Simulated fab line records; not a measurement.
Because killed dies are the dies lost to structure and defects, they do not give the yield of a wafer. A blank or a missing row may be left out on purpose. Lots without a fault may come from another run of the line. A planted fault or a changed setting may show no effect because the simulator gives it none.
8D (eight disciplines) problem report, filled in by code | flow sky130 | the parts of the form that need people (team, actions taken, sign-off) are left out

## 1. THE ISSUE
At SKY_CONTACT_DEVELOP_13, developerTempC averages 21.59 C over 4 wafers from 2 lots, while fault-free wafers read 21.00 C, standard deviation 0.11. Measured from the usual mean, that is +5.3 standard deviations.
The step: develop time 57.99 s.
First observed at day 36 12:00: wafer L809.1, on lithoTrack-01. The record holds 40 wafers of 14 lots with a number at this step. The rule behind "out" and "out of limits": a value lying over 4 standard deviations away from the usual mean. All remaining wafers that have a number are taken as sound.

## 2. WHAT IT IS AND WHAT IT IS NOT
question                    | is                     | is not
which readings at this step | developerTempC         | -
which lots                  | L809, L810             | L796, L797, L798, L799, L801, L803, L804, L805, L806, L807, L808, L811
which wafers of those lots  | all that have a number | -
read on which tools         | lithoTrack-01          | lithoTrack-02, lithoTrack-04
when                        | from day 36 12:00      | up to then (33 sound wafers); but 3 sound wafers of L811 came after

## 3. WHAT RULES OUT EACH SUSPECT
Counting: a tool at any process step up to the reading remains a suspect when it ran all the lots that are out and ran no sound lot after the first of those.
- lithoTrack-01 at SKY_CONTACT_DEVELOP_13 (develop time 57.99 s): kept. It processed each lot that is out, first L809 at day 36 12:00, and no sound lot thereafter; up to then, the last sound lot it processed was L807 at day 35 23:00. Out on those wafers are its own readings of developerTempC.
Remaining after the count: lithoTrack-01 at SKY_CONTACT_DEVELOP_13.

## 4. THE CAUSE (what the simulator had put in)
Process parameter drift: lithoTrack-01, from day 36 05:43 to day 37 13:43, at SKY_CONTACT_DEVELOP_13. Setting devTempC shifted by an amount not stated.
After counting, this tool was the only one left.

## 5. THE CHAIN OF EFFECTS, in route order
Each row: a reading whose mean over the struck wafers that have a number lies more than 3 standard deviations from the usual. Only readings for which the record gives a usual standard deviation are gone through. hours: the time from each lot's start at the first step in this table that gives one to its start at this step, as a median over the lots. sigmas: the change in usual standard deviations.
hours | step                   | reading        | usual   | on struck wafers | change | sigmas
0     | SKY_CONTACT_DEVELOP_13 | developerTempC | 21.00 C | 21.59            | +0.59  | +5.3
The process steps in it:
- SKY_CONTACT_DEVELOP_13: develop time 57.99 s.
At these later measuring or inspecting steps, every struck wafer for which the step has a row has a number for every such reading, and none has moved that far: SKY_CONTACT_OVL_MEAS_15.

## 6. WHAT WOULD HAVE CAUGHT IT SOONER
The fault began at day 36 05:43; the first out-of-limits reading in this record came at day 36 12:00, 6 hours later.
